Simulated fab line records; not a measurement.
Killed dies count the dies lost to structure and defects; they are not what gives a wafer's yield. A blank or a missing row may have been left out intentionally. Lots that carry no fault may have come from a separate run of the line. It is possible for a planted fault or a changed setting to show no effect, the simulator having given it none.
2 desks, one fault + flow sky130 + what lay behind the numbers comes last; until then each desk has only its own

METROLOGY DESK
What the gauges read for every lot (on any tool): the sampled wafers with a number, averaged. The brackets show how far a lot's mean lies from the usual mean; more than 4 standard deviations puts the lot out of limits, marked OUT.
Columns: A = LI_CONTACT_OVL at SKY_LI_CONTACT_OVL_MEAS_13, usual 1 nm
| lot  | first seen here | A  |
|------|-----------------|----|
| L895 | day 29 00:13    | 6  |
| L896 | day 29 06:31    | 3  |
| L898 | day 29 23:34    | -3 |
| L899 | day 30 09:34    | -7 |
| L900 | day 30 20:16    | 6  |
| L901 | day 30 22:19    | -1 |
| L902 | day 31 14:25    | -7 |
| L904 | day 32 08:49    | 1  |
| L907 | day 33 07:32    | 7  |
| L913 | day 34 22:16    | -0 |
| L916 | day 35 22:29    | -4 |
| L917 | day 36 05:23    | -0 |
Result from this desk: across the 12 lots, nothing is out of limits.

DESK OF THE TOOL OWNER: rie metal-02
The tool's own readings at SKY_LOCAL_INTERCONNECT_ETCH_13 (etches BARC in N2/H2, stops on SiO2, time 45.9 s, target depth 60 nm): means of the sampled wafers that have a number, for each lot that ran on this tool. The brackets show how far a lot's mean lies from the usual mean; more than 4 standard deviations puts the lot out of limits, marked OUT.
Columns: A = chamber pressure mTorr at SKY_LOCAL_INTERCONNECT_ETCH_13, usual 30.002 mTorr; B = drypump motor current A at SKY_LOCAL_INTERCONNECT_ETCH_13, usual 5.52 A; C = he backside leak sccm at SKY_LOCAL_INTERCONNECT_ETCH_13, usual 3.29 sccm; D = oes product au at SKY_LOCAL_INTERCONNECT_ETCH_13, usual 0.854 a.u.; E = throttle valve pct at SKY_LOCAL_INTERCONNECT_ETCH_13, usual 13.226 %
| lot  | first seen here | A                        | B    | C    | D     | E      |
|------|-----------------|--------------------------|------|------|-------|--------|
| L895 | day 30 06:20    | 30.011                   | 5.40 | 3.31 | 0.856 | 13.228 |
| L899 | day 31 14:51    | 30.002                   | 5.56 | 3.20 | 0.854 | 13.227 |
| L900 | day 32 01:54    | 30.015                   | 5.56 | 3.10 | 0.852 | 13.227 |
| L901 | day 32 03:16    | 32.023 (+67) OUT         | 5.43 | 3.25 | 0.858 | 13.220 |
| L902 | day 32 19:56    | 33.989 (+99 or more) OUT | 5.55 | 3.24 | 0.859 | 13.225 |
| L913 | day 36 01:53    | 29.994                   | 5.58 | 3.17 | 0.851 | 13.232 |
| L916 | day 37 02:06    | 29.988                   | 5.56 | 3.24 | 0.854 | 13.219 |
| L917 | day 37 08:19    | 30.000                   | 5.58 | 3.17 | 0.851 | 13.224 |
This desk's finding: out of limits on L901, L902; first on L901, day 32 03:16 (chamber pressure mTorr at SKY_LOCAL_INTERCONNECT_ETCH_13). In limits: L895, L899, L900, L913, L916, L917.

TAKEN TOGETHER
On L901, L902, at day 32 03:16, an alarm was possible from the tool owner's desk.
The metrology desk saw nothing out of limits.
The metrology desk holds a record of L901, L902, inside its limits.
Of the lots named, all ran SKY_LOCAL_INTERCONNECT_ETCH_13 on rie metal-02.

WHAT HAD BEEN PUT IN BY THE SIMULATOR
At SKY_LOCAL_INTERCONNECT_ETCH_13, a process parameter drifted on rie metal-02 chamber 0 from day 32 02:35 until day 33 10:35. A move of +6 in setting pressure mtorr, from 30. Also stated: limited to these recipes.
Shown lots that were struck: L901, L902.
How many hours passed from the start of the fault until each desk's first out-of-limits reading: the tool owner's desk, 1.
